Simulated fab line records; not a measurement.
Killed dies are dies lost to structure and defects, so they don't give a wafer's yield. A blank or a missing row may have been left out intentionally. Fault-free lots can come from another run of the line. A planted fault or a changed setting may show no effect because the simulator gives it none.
A lot that was struck, set against a sound lot | flow gf180mcu | 36 out of 602 route steps
Sound: wafers L597.3, L597.4, L597.5. Struck: wafers L605.1, L605.6 (left out: L605.2, a lot-mate that was not struck); the cause follows at the end.
Order at every step that has rows: each side's tool, ch and its chambers, its first start. Under that, the readings that differ: sound wafers | struck wafers | difference of the means | sigmas: that difference in standard deviations of wafers without a fault.
alike: readings whose means differ by less than 2 such deviations, and words and numbers that are the same on both sides. not compared: withheld readings, readings that some wafer has no value for, bounds like >300 that may hide the same value, and numbers for which the record gives no deviation and whose values overlap.
Wherever a step has rows on one side only, a row that says differs or no value, or a row with sigmas, the two part there. Numbers that have no deviation but don't overlap get no sigmas and don't part them. A reading that every wafer of one side lacks parts them only if that side has two wafers or more.

first, 2 steps without rows for these wafers: GF_M3_PEB_12 (peb time 90 s); GF_M3_DEVELOP_13 (develop time 60 s).
GF_M3_CD_MEAS_14: the cd target is 280 nm.
  sound on cd_sem-02 at day 22 18:02; struck on cd_sem-02 at day 25 09:31
  alike: cd_nm
GF_M3_OVL_MEAS_15:
  sound on overlay-02 at day 22 18:08; struck on overlay-02 at day 25 09:38
  reading     | sound    | struck | difference | sigmas
  M3_OVL (nm) | 11 12 13 | 2 -4   | -13        | -3
GF_M3_METAL_ETCH_16: etches the open film in Cl2/BCl3, stops on SiO2, target depth 750.8 nm, time 125.1 s.
  sound on rie_metal-04 ch 0,1, day 22 18:12; struck on rie_metal-03 ch 1, day 25 09:40
  reading                     | sound          | struck    | difference | sigmas
  drypump_motor_current_A (A) | 5.62 5.76 5.64 | 6.22 6.23 | +0.55      | +3
  alike: oes_product_au, rf_fwd_power_W, throttle_valve_pct
  not compared: rf_hours_counter_h
then, 4 steps without rows for these wafers: GF_M3_STRIP_17 (strips in O2/N2); GF_M3_STRIP_18 (strips in post etch residue remover, time 1200 s); GF_M3_CLEAN_19 (cleans in DIW); GF_V3_CVD_00 (deposits SiO2, target thk 600 nm, time 100 s).
GF_V3_THK_MEAS_01:
  sound on film_metro-02 at day 22 18:56; struck on film_metro-04 at day 25 10:25
  alike: V3_CVD_00_THK
then, 1 step without rows for these wafers: GF_V3_CVD_02 (deposits SiO2 from TEOS, target thk 850 nm, time 94.851 s).
GF_V3_THK_MEAS_03:
  sound on film_metro-04 at day 22 19:04; struck on film_metro-04 at day 25 10:32
  alike: V3_CVD_02_THK
GF_V3_CMP_04: polishes SiO2.
  sound on cmp-01 ch 1,2,3, day 22 19:12; struck on cmp-02 ch 3, day 25 10:39
  reading                             | sound           | struck    | difference | sigmas
  time_to_endpoint_s (s)              | 83 77 87        | 106 108   | +25        | +5
  model.SiO2_of_V3_CVD_02.thk_nm (nm) | 634.7 633 634.2 | 572.8 571 | -62.1      |
  alike: head_pressure_psi, motor_current_A, retaining_ring_pressure_frac
GF_V3_BOW_MEAS_05:
  sound on film_metro-04 at day 22 19:26; struck on film_metro-01 at day 25 10:54
  alike: V3_BOW
then, 8 steps without rows for these wafers: GF_V3_DEHYDRATE_06 (time 60 s); GF_V3_HMDS_07 (prime time 60 s); GF_V3_COAT_08; GF_V3_COAT_09 (resist thk 1000 nm); GF_V3_SOFTBAKE_10 (time 60 s); GF_V3_EXPOSE_11 (exposes mask Via3, target cd 260 nm); GF_V3_PEB_12 (peb time 90 s); GF_V3_DEVELOP_13 (develop time 60 s).
GF_V3_CD_MEAS_14: the cd target is 260 nm.
  sound on cd_sem-02 at day 23 16:02; struck on cd_sem-01 at day 26 07:39
  alike: cd_nm
GF_V3_OVL_MEAS_15:
  sound on overlay-01 at day 23 16:07; struck on overlay-02 at day 26 07:46
  alike: V3_OVL
GF_V3_ETCH_16: etches BARC in N2/H2.
  sound on rie_diel-03 ch 1,2,3, day 23 16:08; struck on rie_diel-04 ch 0,2, day 26 07:48
  reading               | sound             | struck      | difference | sigmas
  oes_product_au (a.u.) | 0.846 0.847 0.852 | 0.867 0.855 | +0.013     | +2
  alike: drypump_motor_current_A, rf_fwd_power_W, throttle_valve_pct
GF_V3_ETCH_17: etches SiO2 in C4F8/O2/Ar, stops on TiN, target depth 635 nm.
  sound on rie_diel-03 ch 1,2,3; struck on rie_diel-04 ch 0,2
  reading                        | sound             | struck      | difference | sigmas
  oes_product_au (a.u.)          | 0.849 0.862 0.850 | 0.807 0.804 | -0.048     | -10
  model.V3.feature_depth_nm (nm) | 634.7 633 634.2   | 572.8 571   | -62.1      |
  model.etch.depth_nm (nm)       | 634.7 633 634.2   | 572.8 571   | -62.1      |
  alike: rf_fwd_power_W
then, 3 steps without rows for these wafers: GF_V3_STRIP_18 (strips in O2/N2); GF_V3_STRIP_19 (strips in post etch residue remover, time 1200 s); GF_V3_CLEAN_20 (cleans in DIW).
GF_V3_SPUTTER_21: material Ti, target thk 15 nm, time 80.02 s.
  sound on pvd_sputter-04 at day 23 16:49; struck on pvd_sputter-01 at day 26 08:28
  alike: throttle_valve_pct
GF_V3_SPUTTER_22: material TiN, target thk 10 nm, time 40 s.
  sound on pvd_sputter-04 at day 23 16:52; struck on pvd_sputter-01 at day 26 08:32
  alike: throttle_valve_pct
GF_V3_CVD_23: deposits W, target thk 350 nm, time 104.9 s.
  sound on cvd_w-01 ch 0,1, day 23 16:56; struck on cvd_w-02 ch 0,1, day 26 08:34
  reading            | sound       | struck  | difference | sigmas
  heater_power_w (W) | 857 825 827 | 901 928 | +78        | +2
  alike: susceptor_temp_C
GF_V3_RS_MEAS_24: measures by four-point-probe.
  sound on film_metro-02 at day 23 17:04; struck on film_metro-02 at day 26 08:41
  alike: V3_W_RS
GF_V3_THK_MEAS_25: measures by xrf.
  sound on film_metro-02 at day 23 17:10; struck on film_metro-02 at day 26 08:48
  alike: V3_W_THK
GF_V3_CMP_26: polishes, stops on SiO2, t overpolish 15 s, target thk 0 nm.
  sound on cmp-01 ch 0,3, day 23 17:14; struck on cmp-02 ch 1, day 26 09:03
  reading                             | sound             | struck    | difference | sigmas
  model.SiO2_of_V3_CVD_02.thk_nm (nm) | 630.9 629.2 630.4 | 569 567.3 | -62        |
  alike: head_pressure_psi, motor_current_A, retaining_ring_pressure_frac
then, 1 step without rows for these wafers: GF_M4_SPUTTER_00 (material Ti, target thk 37.5 nm, time 150 s).

## WHERE THEY PART
First at GF_M3_OVL_MEAS_15; last, within this record, at GF_V3_CVD_23. Later steps at which nothing parts them and some readings are alike: GF_V3_RS_MEAS_24, GF_V3_THK_MEAS_25, GF_V3_CMP_26.

WHY: what the simulator had put in
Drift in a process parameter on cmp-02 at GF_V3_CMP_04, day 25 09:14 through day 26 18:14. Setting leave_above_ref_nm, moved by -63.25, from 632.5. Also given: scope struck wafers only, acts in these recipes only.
